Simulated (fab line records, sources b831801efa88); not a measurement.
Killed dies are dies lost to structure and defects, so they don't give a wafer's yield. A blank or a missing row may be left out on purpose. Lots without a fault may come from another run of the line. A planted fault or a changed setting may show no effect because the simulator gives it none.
Which tool did it? | flow sky130 | 13 lots, 39 wafers sampled, at 2 steps of a route of 708

WHAT THE GAUGES READ, wafer by wafer
SKY_DNWELL_TW_MEAS_09. Usual: DNWELL_TW 1101, standard deviation 10.
lot  | measured    | on            | DNWELL_TW      | flag
L123 | day 3 01:44 | film_metro-01 | 1098 1091 1101 |
L124 | day 3 07:02 | film_metro-01 | 1093 1095 1095 |
L126 | day 3 18:55 | film_metro-02 | 1117 1116 1116 |
L127 | day 4 00:51 | film_metro-02 | 1124 1121 1131 |
L130 | day 4 18:19 | film_metro-02 | 1112 1113 1110 |
L131 | day 4 19:11 | film_metro-02 | 1114 1118 1108 |
L132 | day 5 13:55 | film_metro-04 | 1102 1098 1094 |
L133 | day 5 17:14 | film_metro-01 | 1081 1081 1084 |
L134 | day 5 17:18 | film_metro-04 | 1102 1105 1113 |
L136 | day 6 03:13 | film_metro-04 | 1106 1108 1105 |
L137 | day 6 05:54 | film_metro-01 | 1100 1103 1103 |
L138 | day 6 10:02 | film_metro-02 | 1109 1114 1120 |
L139 | day 6 15:08 | film_metro-01 | 1095 1090 1093 |

SKY_PWDE_OVL_MEAS_07. Usual: PWDE_OVL 0.9 nm, standard deviation 1.3.
lot  | measured    | on         | PWDE_OVL (nm)  | flag
L123 | day 3 16:50 | overlay-01 | -0.1 -0.8 -2.3 |
L124 | day 3 21:32 | overlay-01 | 0.9 -0.1 -0.2  |
L126 | day 4 08:48 | overlay-02 | 0.7 2.6 -0.4   |
L127 | day 4 17:41 | overlay-01 | 1.9 -0.1 1.6   |
L130 | day 5 11:17 | overlay-02 | -0.3 2.4 0.3   |
L131 | day 5 12:53 | overlay-01 | 1.5 2.4 -0.4   |
L132 | day 6 08:47 | overlay-02 | 0.3 0.7 1.3    |
L133 | day 6 11:59 | overlay-02 | -0.5 0.0 1.8   |
L134 | day 6 12:53 | overlay-02 | 0.2 0.8 0.1    |
L136 | day 6 23:09 | overlay-01 | 1.9 2.2 1.1    |
L137 | day 7 00:47 | overlay-01 | 3.7 2.1 4.0    |
L138 | day 7 05:17 | overlay-01 | 2.8 -0.2 1.3   |
L139 | day 7 10:35 | overlay-02 | 1.9 1.7 2.4    |

WHICH TOOL RAN EACH LOT (tool, then ch and the chambers of the sampled wafers, then the start)
The record holds no process step before these readings.

WHAT THE TOOLS THEMSELVES READ (means of the sampled wafers that have a number; where no wafer has one, the mark that the record gives instead)
The record holds no such reading with a usual standard deviation.

THE ANSWER, worked out from the rows above alone
Rule: a lot is off if the mean of its wafers that have a number lies more than 3 standard deviations from the usual mean. A lot without any number at a reading at which 4 lots or more have one is off too. The other lots that the step has rows for count as sound. The gauges are gone through in route order, then the tools' own readings, and for those a lot's mean is taken as printed above. The first step at which some lot is off is used, and at that step the reading that is off furthest; a lot without a number counts as furthest.
No lot is off at any reading shown: from this, nothing can be told.

WHAT THE SIMULATOR HAD PUT IN
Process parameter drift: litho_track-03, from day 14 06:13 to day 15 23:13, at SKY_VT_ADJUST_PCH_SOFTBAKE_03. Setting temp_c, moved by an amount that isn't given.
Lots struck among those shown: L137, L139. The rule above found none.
